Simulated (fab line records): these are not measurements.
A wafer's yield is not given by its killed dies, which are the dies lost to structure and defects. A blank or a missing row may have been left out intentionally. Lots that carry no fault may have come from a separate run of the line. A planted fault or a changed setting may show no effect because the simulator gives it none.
Which tool was responsible?	flow gf180mcu	Sampling: 7 lots, 20 wafers, 3 of 602 route steps

== WHAT THE GAUGES READ, wafer by wafer ==
GF_VT_IMPLANT_TW_MEAS_21.
lot	measured	on	VT_IMPLANT_2_TW
L307	day 6 12:15	film_metro-02	1206 1210 1211
L310	day 7 06:54	film_metro-02	1197 1200 1201
L313	day 7 23:10	film_metro-02	1193 1197 1193
L315	day 8 11:41	film_metro-01	1227 1225 1223
L320	day 9 17:27	film_metro-01	1224 1151 1226
L323	day 10 14:39	film_metro-01	1219 1154
L329	day 12 09:51	film_metro-01	1228 1228 1226

== WHAT TOOL EACH LOT RAN ON (gives the tool, then ch and the chambers of the sampled wafers, and finally the start) ==
lot	GF_NWELL_STRIP_10	GF_VT_IMPLANT_IMPLANT_19
L307	plasma_asher-01 ch 0,1, day 3 12:55	implanter-04 ch 0, day 6 12:00
L310	plasma_asher-04 ch 0,1, day 4 05:08	implanter-01 ch 0, day 7 06:39
L313	plasma_asher-01 ch 0,1, day 4 19:58	implanter-02 ch 0, day 7 22:55
L315	plasma_asher-02 ch 0,1, day 5 09:20	implanter-02 ch 0, day 8 11:26
L320	plasma_asher-02 ch 0,1, day 6 11:11	implanter-01 ch 0, day 9 17:10
L323	plasma_asher-04 ch 0,1, day 7 04:11	implanter-01 ch 0, day 10 14:24
L329	plasma_asher-04 ch 0,1, day 8 15:02	implanter-04 ch 0, day 12 09:36
- GF_NWELL_STRIP_10: strips in O2/N2.
- GF_VT_IMPLANT_IMPLANT_19

== THE ANSWER, worked out from the rows above alone ==
Rule: the usual values come from the lots themselves. The widest of any qualifying gaps counts: lots, ordered by their means at a reading, are off when they make up no more than a third of the lots, leave a main group of 4 or more, and stand apart from it by 3 or more times the standard deviation of that group's means. A main group is skipped when, at the precision printed for the reading in the tables above, its means are all equal. Also off: a lot with no number at a reading for which 4 or more lots have one. All remaining lots with rows at the step are treated as sound.
No lot is off at any reading shown: from this, nothing can be told.

== WHAT THE SIMULATOR PUT IN ==
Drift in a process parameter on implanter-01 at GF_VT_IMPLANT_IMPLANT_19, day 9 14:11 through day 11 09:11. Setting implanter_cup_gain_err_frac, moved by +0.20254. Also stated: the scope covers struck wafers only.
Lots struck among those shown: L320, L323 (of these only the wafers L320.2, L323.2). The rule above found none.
